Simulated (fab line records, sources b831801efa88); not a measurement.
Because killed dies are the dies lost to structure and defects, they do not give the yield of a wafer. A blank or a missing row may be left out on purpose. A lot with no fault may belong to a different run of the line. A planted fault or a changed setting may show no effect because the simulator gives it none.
Matching of chambers || flow sky130 || cmp-02 running SKY_VIA4_CMP_02: 4 sister chambers
The step polishes SiO2. 14 wafers are shown with their chamber, then 6 later ones without.

## WAFERS PAIRED WITH THEIR CHAMBERS
{"wafer": "L205.1", "chamber": 2, "headPressurePsi (psi)": 3.999, "motorCurrentA (A)": 11.9}
{"wafer": "L205.4", "chamber": 1, "headPressurePsi (psi)": 3.999, "motorCurrentA (A)": 12.1}
{"wafer": "L205.6", "chamber": 2, "headPressurePsi (psi)": 4.005, "motorCurrentA (A)": 12.7}
{"wafer": "L206.1", "chamber": 3, "headPressurePsi (psi)": 3.986, "motorCurrentA (A)": 12.1}
{"wafer": "L206.3", "chamber": 0, "headPressurePsi (psi)": 4.003, "motorCurrentA (A)": 11.1}
{"wafer": "L206.6", "chamber": 1, "headPressurePsi (psi)": 4.002, "motorCurrentA (A)": 11.6}
{"wafer": "L207.1", "chamber": 3, "headPressurePsi (psi)": 3.996, "motorCurrentA (A)": 11.5}
{"wafer": "L207.5", "chamber": 3, "headPressurePsi (psi)": 4.000, "motorCurrentA (A)": 12.1}
{"wafer": "L207.6", "chamber": 2, "headPressurePsi (psi)": 4.004, "motorCurrentA (A)": 12.0}
{"wafer": "L208.2", "chamber": 3, "headPressurePsi (psi)": 3.998, "motorCurrentA (A)": 11.2}
{"wafer": "L208.3", "chamber": 0, "headPressurePsi (psi)": 4.011, "motorCurrentA (A)": 11.4}
{"wafer": "L208.4", "chamber": 1, "headPressurePsi (psi)": 4.003, "motorCurrentA (A)": 11.7}
{"wafer": "L209.2", "chamber": 2, "headPressurePsi (psi)": 3.997, "motorCurrentA (A)": 11.8}
{"wafer": "L209.3", "chamber": 3, "headPressurePsi (psi)": 3.991, "motorCurrentA (A)": 12.3}

SIGNATURES, as means of the wafers listed above
{"reading": "headPressurePsi", "chamber 0": 4.00700, "chamber 1": 4.00133, "chamber 2": 4.00125, "chamber 3": 3.99420, "scatter within a chamber": 0.00463}
{"reading": "motorCurrentA", "chamber 0": 11.250, "chamber 1": 11.800, "chamber 2": 12.100, "chamber 3": 11.840, "scatter within a chamber": 0.395}
Rule: a wafer lies at a distance from a chamber equal to the root of the sum of squares, over the readings, of (its reading less the chamber's mean, divided by the reading's scatter). If the next closest chamber is less than 2 further off than the closest, the wafer can't be placed; otherwise it belongs to the closest. How the scatter is found: for the shown wafers, subtract from each reading the mean of its chamber, square and add these, divide the total by (wafers less chambers), then take the root.

## WAFERS WITH NO CHAMBER GIVEN
{"wafer": "L209.5", "headPressurePsi (psi)": 4.000, "motorCurrentA (A)": 11.0}
{"wafer": "L216.4", "headPressurePsi (psi)": 3.997, "motorCurrentA (A)": 11.2}
{"wafer": "L216.5", "headPressurePsi (psi)": 3.994, "motorCurrentA (A)": 12.4}
{"wafer": "L225.2", "headPressurePsi (psi)": 3.992, "motorCurrentA (A)": 11.7}
{"wafer": "L225.4", "headPressurePsi (psi)": 3.997, "motorCurrentA (A)": 11.9}
{"wafer": "L225.5", "headPressurePsi (psi)": 3.994, "motorCurrentA (A)": 12.4}

## CHAMBER TAKEN BY EACH
{"wafer": "L209.5", "from the rows above": "can't be placed: 0 or 1 or 3 or 2", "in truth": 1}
{"wafer": "L216.4", "from the rows above": "can't be placed: 3 or 1 or 0 or 2", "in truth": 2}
{"wafer": "L216.5", "from the rows above": "can't be placed: 3 or 2 or 1", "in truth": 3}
{"wafer": "L225.2", "from the rows above": "can't be placed: 3 or 1 or 2", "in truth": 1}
{"wafer": "L225.4", "from the rows above": "can't be placed: 3 or 1 or 2", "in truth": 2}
{"wafer": "L225.5", "from the rows above": "can't be placed: 3 or 2 or 1", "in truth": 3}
Correctly placed: 0 of 6. Cannot be placed on the basis of these rows: 6; the candidates contain the true chamber in 6. Number placed wrongly: 0.
